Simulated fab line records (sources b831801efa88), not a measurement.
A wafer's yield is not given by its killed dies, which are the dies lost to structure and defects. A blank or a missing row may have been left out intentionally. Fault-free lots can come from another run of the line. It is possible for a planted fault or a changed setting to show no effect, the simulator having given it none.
Chamber matching | flow gf180mcu | GF_V3_CMP_26 on cmp-02: 4 sister chambers
The step polishes, stops on SiO2, t overpolish 15 s, target thk 0 nm. 4 wafers are shown with their chamber, then 8 later ones without.

== EACH WAFER AND ITS CHAMBER ==
wafer  | chamber | motorCurrentA (A)
L906.3 | 0       | 11.0
L907.1 | 2       | 10.7
L907.5 | 1       | 11.9
L918.1 | 3       | 12.4

== WAFERS WITH NO CHAMBER GIVEN ==
wafer  | motorCurrentA (A)
L918.4 | 11.8
L918.5 | 11.8
L919.1 | 11.9
L919.4 | 12.0
L919.6 | 11.7
L921.2 | 12.3
L921.4 | 10.7
L921.5 | 11.1

== WHICH CHAMBER EACH WENT THROUGH ==
wafer  | from the rows above | in truth
L918.4 | 1                   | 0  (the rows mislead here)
L918.5 | 1                   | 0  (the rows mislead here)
L919.1 | 1                   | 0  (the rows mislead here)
L919.4 | 1                   | 1
L919.6 | 1                   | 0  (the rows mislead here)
L921.2 | 3                   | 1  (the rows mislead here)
L921.4 | 2                   | 2
L921.5 | 0                   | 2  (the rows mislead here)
2 of 8 placed correctly. From these rows, 0 cannot be placed. Placed wrongly: 6.
How it was worked out, from the rows above alone: a wafer's distance from a chamber is the root of the sum, over the readings, of the square of ((its reading less the chamber's mean) divided by the reading's scatter). If the next closest chamber is less than 2 further off than the closest, the wafer can't be placed; otherwise it belongs to the closest. The mean given for a chamber averages the wafers shown for that chamber. The scatter: with one shown wafer a chamber, the root of the mean of the squares of how far each hidden wafer lies from its nearest shown one.
